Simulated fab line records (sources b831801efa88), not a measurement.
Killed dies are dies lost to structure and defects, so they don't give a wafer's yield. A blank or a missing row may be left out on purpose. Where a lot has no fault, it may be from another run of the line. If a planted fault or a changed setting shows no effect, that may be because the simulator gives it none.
Chamber matching / flow gf180mcu / 3 sister chambers for GF_STI_CVD_23 on hdpcvd-02
The step deposits SiO2, target thk 650 nm, time 108.3 s. 3 wafers are shown with their chamber, then 7 later ones without.

== WAFERS PAIRED WITH THEIR CHAMBERS ==
wafer=L134.1; chamber=1; sih4FlowSccm (sccm)=60.12
wafer=L135.2; chamber=2; sih4FlowSccm (sccm)=59.96
wafer=L135.3; chamber=0; sih4FlowSccm (sccm)=59.72

== WAFERS WITHOUT THEIR CHAMBER ==
wafer=L135.5; sih4FlowSccm (sccm)=59.63
wafer=L138.2; sih4FlowSccm (sccm)=60.23
wafer=L138.3; sih4FlowSccm (sccm)=59.99
wafer=L138.4; sih4FlowSccm (sccm)=59.90
wafer=L146.4; sih4FlowSccm (sccm)=59.82
wafer=L146.5; sih4FlowSccm (sccm)=60.10
wafer=L148.3; sih4FlowSccm (sccm)=60.09

== WHICH CHAMBER EACH ONE RAN IN ==
wafer=L135.5; from the rows above=0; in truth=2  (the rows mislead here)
wafer=L138.2; from the rows above=1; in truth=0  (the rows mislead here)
wafer=L138.3; from the rows above=can't be placed: 2 or 1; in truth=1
wafer=L138.4; from the rows above=can't be placed: 2 or 0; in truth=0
wafer=L146.4; from the rows above=can't be placed: 0 or 2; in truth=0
wafer=L146.5; from the rows above=can't be placed: 1 or 2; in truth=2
wafer=L148.3; from the rows above=can't be placed: 1 or 2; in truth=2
Correctly placed: 0 of 7. These rows do not allow placing 5 (true chamber among the candidates in 5). 2 placed wrongly.
How it was worked out, from the rows above alone: a wafer's distance from a chamber is the root of the sum, over the readings, of the square of ((its reading less the chamber's mean) divided by the reading's scatter). If the next closest chamber is less than 2 further off than the closest, the wafer can't be placed; otherwise it belongs to the closest. A chamber's mean is the mean of its shown wafers. The scatter (one wafer shown for each chamber): square how far every hidden wafer sits from the nearest shown wafer, average those squares and take the square root.
